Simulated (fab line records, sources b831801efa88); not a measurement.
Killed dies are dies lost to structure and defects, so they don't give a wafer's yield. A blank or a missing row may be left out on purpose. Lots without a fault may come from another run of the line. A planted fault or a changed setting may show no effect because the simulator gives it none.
Which tool did it? | flow gf180mcu | 24 lots, 72 wafers sampled, at 6 steps of a route of 602

WHAT THE GAUGES READ, wafer by wafer
GF_M3_CD_MEAS_14: target cd 280 nm.
lot  | measured     | on        | cd_nm (nm)
L074 | day 21 02:55 | cd_sem-02 | 279.6 279.3 279.3
L075 | day 21 11:10 | cd_sem-02 | 280.9 279.6 280.9
L076 | day 21 22:25 | cd_sem-01 | 279.9 280.9 280.4
L077 | day 22 08:16 | cd_sem-02 | 281.3 283.2 281.9
L078 | day 22 14:46 | cd_sem-01 | 279.5 279.0 279.0
L079 | day 23 06:41 | cd_sem-01 | 280.0 280.2 278.6
L080 | day 23 17:19 | cd_sem-01 | 279.2 279.7 279.6
L081 | day 23 22:26 | cd_sem-02 | 281.1 280.1 279.7
L082 | day 24 10:37 | cd_sem-01 | 279.4 280.3 280.8
L083 | day 24 15:13 | cd_sem-02 | 278.7 279.9 278.6
L084 | day 25 03:55 | cd_sem-01 | 280.2 280.0 280.8
L085 | day 25 08:32 | cd_sem-02 | 280.1 280.7 280.1
L086 | day 25 14:04 | cd_sem-02 | 278.8 280.0 279.1
L087 | day 25 23:04 | cd_sem-02 | 281.7 280.7 281.8
L088 | day 26 06:16 | cd_sem-02 | 279.9 279.2 279.5
L089 | day 26 08:40 | cd_sem-02 | 278.9 278.8 279.5
L090 | day 26 20:37 | cd_sem-02 | 278.9 278.0 277.4
L091 | day 27 08:07 | cd_sem-01 | 280.9 280.9 278.9
L093 | day 27 23:25 | cd_sem-01 | 279.9 279.3 279.1
L092 | day 28 00:21 | cd_sem-02 | 280.9 281.5 280.5
L094 | day 28 02:04 | cd_sem-01 | 278.0 279.4 279.0
L095 | day 28 09:43 | cd_sem-02 | 279.9 279.7 281.1
L096 | day 28 23:14 | cd_sem-01 | 280.5 279.8 280.4
L097 | day 29 00:18 | cd_sem-01 | 280.4 279.8 281.0

GF_V4_OVL_MEAS_15.
lot  | measured     | on         | V4_OVL (nm)
L074 | day 24 04:50 | overlay-01 | -16 -10 -11
L075 | day 24 12:20 | overlay-02 | -12 -14 -10
L076 | day 24 23:02 | overlay-02 | 1 3 0
L077 | day 25 08:17 | overlay-02 | 2 -1 1
L078 | day 25 13:02 | overlay-02 | 7 2 10
L079 | day 26 04:51 | overlay-02 | 4 2 3
L080 | day 26 14:14 | overlay-01 | -6 -5 -5
L081 | day 26 18:14 | overlay-01 | 1 4 -6
L082 | day 27 05:41 | overlay-02 | -3 0 2
L083 | day 27 09:22 | overlay-01 | 6 4 2
L084 | day 28 00:47 | overlay-01 | 11 2 4
L085 | day 28 03:20 | overlay-01 | -10 -10 -12
L086 | day 28 07:28 | overlay-01 | -4 0 0
L087 | day 28 18:44 | overlay-01 | -8 -7 -9
L088 | day 29 00:05 | overlay-02 | -6 -4 -3
L089 | day 29 02:38 | overlay-01 | 0 -2 -2
L090 | day 29 15:31 | overlay-02 | -8 0 -6
L091 | day 30 01:28 | overlay-01 | -4 -9 -11
L093 | day 30 12:39 | overlay-01 | -11 4 0
L092 | day 30 14:17 | overlay-02 | -8 -10 -12
L094 | day 30 15:16 | overlay-02 | 5 4 6
L095 | day 30 22:31 | overlay-02 | 10 -2 -3
L096 | day 31 10:53 | overlay-02 | 3 0 3
L097 | day 31 12:08 | overlay-01 | 6 3 14

GF_MIM_THK_MEAS_11: measures by xrf.
lot  | measured     | on            | MIM_ALCU_THK (nm)
L074 | day 24 06:45 | film_metro-02 | 195.8 196.3 196.0
L075 | day 24 14:17 | film_metro-03 | 203.1 201.6 202.4
L076 | day 25 00:58 | film_metro-01 | 198.4 195.0 198.9
L077 | day 25 10:14 | film_metro-03 | 198.3 194.4 198.3
L078 | day 25 14:57 | film_metro-03 | 197.5 197.0 196.9
L079 | day 26 06:54 | film_metro-01 | 200.2 198.7 200.6
L080 | day 26 16:09 | film_metro-02 | 199.5 200.5 198.0
L081 | day 27 01:40 | film_metro-02 | 198.6 196.8 196.2
L082 | day 27 09:36 | film_metro-02 | 198.4 198.3 201.6
L083 | day 27 12:18 | film_metro-03 | 198.9 199.1 198.9
L084 | day 28 02:58 | film_metro-02 | 198.9 201.4 197.9
L085 | day 28 05:17 | film_metro-01 | 198.0 196.1 195.2
L086 | day 28 09:58 | film_metro-01 | 201.1 201.9 199.9
L087 | day 28 20:43 | film_metro-02 | 202.3 202.2 203.3
L088 | day 29 02:00 | film_metro-02 | 198.5 198.2 197.4
L089 | day 29 04:34 | film_metro-01 | 194.6 201.3 196.8
L090 | day 29 17:29 | film_metro-02 | 200.7 200.9 199.8
L091 | day 30 03:28 | film_metro-02 | 197.3 200.7 197.9
L093 | day 30 14:37 | film_metro-03 | 199.7 199.0 198.4
L092 | day 30 16:16 | film_metro-03 | 194.5 196.1 196.5
L094 | day 30 17:21 | film_metro-02 | 198.1 198.6 198.0
L095 | day 31 00:42 | film_metro-03 | 200.4 201.3 201.6
L096 | day 31 12:49 | film_metro-03 | 196.8 196.1 196.6
L097 | day 31 14:05 | film_metro-02 | 198.7 198.2 196.2

WHICH TOOL RAN EACH LOT (tool, then ch and the chambers of the sampled wafers, then the start)
lot  | GF_V2_ETCH_16                      | GF_V3_CMP_04                  | GF_V4_CMP_04
L074 | rie_diel-04 ch 0,2,3, day 20 00:55 | cmp-01 ch 0,1,2, day 21 03:59 | cmp-02 ch 0,1,2, day 23 05:59
L075 | rie_diel-03 ch 0,1,3, day 20 09:19 | cmp-01 ch 0,2,3, day 21 12:17 | cmp-01 ch 0,1,3, day 23 13:49
L076 | rie_diel-03 ch 0,3, day 20 20:52   | cmp-02 ch 0,1,2, day 21 23:31 | cmp-01 ch 0,2, day 24 00:52
L077 | rie_diel-02 ch 0,2,3, day 21 07:07 | cmp-01 ch 0,1,2, day 22 09:22 | cmp-01 ch 1,2,3, day 24 10:07
L078 | rie_diel-02 ch 0,2,3, day 21 14:01 | cmp-02 ch 0,1,3, day 22 15:53 | cmp-02 ch 0,2,3, day 24 15:01
L079 | rie_diel-02 ch 0,2,3, day 22 06:01 | cmp-02 ch 0,1, day 23 07:47   | cmp-01 ch 1,2,3, day 25 07:11
L080 | rie_diel-04 ch 1,2,3, day 22 17:01 | cmp-02 ch 2,3, day 23 18:23   | cmp-01 ch 0,2, day 25 16:44
L081 | rie_diel-04 ch 1,3, day 22 22:17   | cmp-02 ch 0,1,3, day 23 23:28 | cmp-01 ch 0,1,3, day 25 20:55
L082 | rie_diel-03 ch 0,2,3, day 23 10:55 | cmp-02 ch 1,2,3, day 24 11:46 | cmp-01 ch 2,3, day 26 09:01
L083 | rie_diel-02 ch 0,3, day 23 15:40   | cmp-02 ch 2,3, day 24 16:17   | cmp-02 ch 0,2,3, day 26 14:03
L084 | rie_diel-02 ch 0,2,3, day 24 04:25 | cmp-02 ch 0,1,3, day 25 05:07 | cmp-02 ch 0,3, day 27 04:29
L085 | rie_diel-04 ch 0,2, day 24 09:19   | cmp-01 ch 0,1, day 25 09:37   | cmp-02 ch 0,1,2, day 27 07:37
L086 | rie_diel-04 ch 0,1,2, day 24 15:30 | cmp-01 ch 0,1,2, day 25 15:07 | cmp-02 ch 0,1,2, day 27 11:13
L087 | rie_diel-02 ch 0,3, day 25 00:40   | cmp-01 ch 0,2,3, day 26 00:14 | cmp-01 ch 0,2, day 27 23:17
L088 | rie_diel-04 ch 1,2, day 25 07:25   | cmp-01 ch 1,2, day 26 07:23   | cmp-02 ch 0,2,3, day 28 04:15
L089 | rie_diel-03 ch 2,3, day 25 10:16   | cmp-01 ch 0,3, day 26 09:43   | cmp-02 ch 0,3, day 28 06:55
L090 | rie_diel-03 ch 0,1, day 25 22:46   | cmp-02 ch 0,2,3, day 27 02:28 | cmp-02 ch 1,2, day 28 20:08
L091 | rie_diel-02 ch 0,1, day 26 11:22   | cmp-02 ch 0,1,2, day 27 10:52 | cmp-01 ch 1,3, day 29 06:16
L093 | rie_diel-04 ch 0,1,3, day 26 23:01 | cmp-01 ch 1,2,3, day 28 00:40 | cmp-02 ch 2,3, day 29 18:11
L092 | rie_diel-02 ch 1,2, day 26 23:58   | cmp-01 ch 0,2,3, day 28 01:49 | cmp-02 ch 0,1,2, day 29 19:34
L094 | rie_diel-03 ch 0,1,3, day 27 04:31 | cmp-01 ch 0,1,3, day 28 03:10 | cmp-01 ch 1,2, day 29 19:58
L095 | rie_diel-04 ch 0,1, day 27 12:01   | cmp-01 ch 1,3, day 28 10:46   | cmp-01 ch 1,2,3, day 30 04:13
L096 | rie_diel-03 ch 0,1,3, day 28 02:04 | cmp-01 ch 1,2,3, day 29 00:24 | cmp-02 ch 1,2,3, day 30 16:18
L097 | rie_diel-04 ch 0,2, day 28 02:46   | cmp-02 ch 1,2,3, day 29 01:22 | cmp-01 ch 1,3, day 30 17:32
- GF_V2_ETCH_16: etches BARC in N2/H2.
- GF_V3_CMP_04: polishes SiO2.
- GF_V4_CMP_04: polishes SiO2.

WHAT THE TOOLS THEMSELVES READ (means of the sampled wafers that have a number; where no wafer has one, the mark that the record gives instead)
GF_V2_ETCH_16.
lot  | tool        | drypump_motor_current_A (A) | n2_flow_sccm (sccm) | oes_product_au (a.u.) | throttle_valve_pct (%)
L074 | rie_diel-04 | 5.9                         | 100.3               | 0.856                 | 13.223
L075 | rie_diel-03 | 5.8                         | 100.1               | 0.859                 | 13.227
L076 | rie_diel-03 | 5.6                         | 99.8                | 0.855                 | 13.233
L077 | rie_diel-02 | 5.6                         | 99.7                | 0.850                 | 13.228
L078 | rie_diel-02 | 5.7                         | 100.1               | 0.851                 | 13.227
L079 | rie_diel-02 | 5.7                         | 100.1               | 0.850                 | 13.221
L080 | rie_diel-04 | 6.1                         | 99.9                | 0.857                 | 13.226
L081 | rie_diel-04 | 6.3                         | 100.1               | 0.854                 | 13.224
L082 | rie_diel-03 | 5.8                         | 99.9                | 0.857                 | 13.222
L083 | rie_diel-02 | 5.4                         | 100.2               | 0.858                 | 13.220
L084 | rie_diel-02 | 5.6                         | 99.9                | 0.857                 | 13.218
L085 | rie_diel-04 | 5.8                         | 100.3               | 0.856                 | 13.228
L086 | rie_diel-04 | 6.0                         | 99.6                | 0.851                 | 13.229
L087 | rie_diel-02 | 5.4                         | 99.7                | 0.857                 | 13.229
L088 | rie_diel-04 | 6.0                         | 100.1               | 0.853                 | 13.215
L089 | rie_diel-03 | 5.9                         | 99.5                | 0.856                 | 13.215
L090 | rie_diel-03 | 6.1                         | 100.0               | 0.859                 | 13.221
L091 | rie_diel-02 | 5.9                         | 100.3               | 0.853                 | 13.218
L093 | rie_diel-04 | 6.1                         | 100.1               | 0.851                 | 13.227
L092 | rie_diel-02 | 6.0                         | 100.4               | 0.853                 | 13.221
L094 | rie_diel-03 | 5.8                         | 99.9                | 0.854                 | 13.221
L095 | rie_diel-04 | 5.9                         | 100.1               | 0.852                 | 13.220
L096 | rie_diel-03 | 5.8                         | 100.2               | 0.852                 | 13.225
L097 | rie_diel-04 | 5.7                         | 99.8                | 0.856                 | 13.228

GF_V3_CMP_04.
lot  | tool   | head_pressure_psi (psi) | motor_current_A (A) | time_to_endpoint_s (s)
L074 | cmp-01 | 3.989                   | 13.2                | 85
L075 | cmp-01 | 3.997                   | 13.0                | 86
L076 | cmp-02 | 3.996                   | 13.3                | 80
L077 | cmp-01 | 3.996                   | 12.6                | 83
L078 | cmp-02 | 3.991                   | 13.6                | 78
L079 | cmp-02 | 3.998                   | 13.4                | 78
L080 | cmp-02 | 4.008                   | 13.3                | 77
L081 | cmp-02 | 4.005                   | 13.6                | 70
L082 | cmp-02 | 3.999                   | 13.5                | 75
L083 | cmp-02 | 3.996                   | 13.3                | 75
L084 | cmp-02 | 4.005                   | 13.2                | 75
L085 | cmp-01 | 4.001                   | 13.3                | 81
L086 | cmp-01 | 4.000                   | 12.7                | 78
L087 | cmp-01 | 4.007                   | 13.2                | 78
L088 | cmp-01 | 4.000                   | 12.8                | 76
L089 | cmp-01 | 3.993                   | 13.2                | 81
L090 | cmp-02 | 4.002                   | 13.7                | 76
L091 | cmp-02 | 4.001                   | 13.3                | 79
L093 | cmp-01 | 4.003                   | 12.4                | 86
L092 | cmp-01 | 4.002                   | 13.0                | 80
L094 | cmp-01 | 3.997                   | 13.0                | 77
L095 | cmp-01 | 3.996                   | 13.0                | 81
L096 | cmp-01 | 4.006                   | 12.1                | 79
L097 | cmp-02 | 4.000                   | 13.7                | 77

GF_V4_CMP_04.
lot  | tool   | head_pressure_psi (psi) | motor_current_A (A) | time_to_endpoint_s (s)
L074 | cmp-02 | 4.010                   | 13.1                | 72
L075 | cmp-01 | 4.002                   | 12.9                | 91
L076 | cmp-01 | 3.997                   | 13.1                | 85
L077 | cmp-01 | 3.998                   | 12.5                | 84
L078 | cmp-02 | 4.004                   | 13.4                | 78
L079 | cmp-01 | 3.991                   | 12.5                | 80
L080 | cmp-01 | 4.012                   | 13.2                | 80
L081 | cmp-01 | 4.001                   | 13.3                | 79
L082 | cmp-01 | 4.001                   | 11.9                | 79
L083 | cmp-02 | 4.009                   | 13.7                | 85
L084 | cmp-02 | 3.996                   | 14.0                | 80
L085 | cmp-02 | 4.010                   | 13.3                | 79
L086 | cmp-02 | 3.993                   | 13.4                | 80
L087 | cmp-01 | 4.001                   | 13.4                | 83
L088 | cmp-02 | 3.999                   | 13.5                | 81
L089 | cmp-02 | 4.003                   | 13.8                | 83
L090 | cmp-02 | 4.004                   | 13.1                | 82
L091 | cmp-01 | 4.006                   | 13.1                | 80
L093 | cmp-02 | 3.991                   | 13.3                | 78
L092 | cmp-02 | 3.997                   | 13.3                | 82
L094 | cmp-01 | 4.004                   | 12.2                | 84
L095 | cmp-01 | 3.999                   | 12.6                | 82
L096 | cmp-02 | 4.001                   | 12.7                | 75
L097 | cmp-01 | 3.997                   | 12.6                | 82

THE ANSWER, worked out from the rows above alone
Rule: what is usual is taken from the lots themselves. Put in order of their means at a reading, lots are off if they are a third of the lots or fewer, leave a main group of 4 or more, and stand apart from it by a gap of 3 or more times the standard deviation of the main group's means; of several such gaps the widest counts. A main group whose means are all the same, to the digits that the tables above print for the reading, isn't used. A lot without any number at a reading at which 4 lots or more have one is off too. The other lots that the step has rows for count as sound. The gauges are gone through in route order, then the tools' own readings, and for those a lot's mean is taken as printed above. The first step at which some lot is off is used, and at that step the reading that is off furthest; a lot without a number counts as furthest.
No lot is off at any reading shown: from this, nothing can be told.

WHAT THE SIMULATOR HAD PUT IN
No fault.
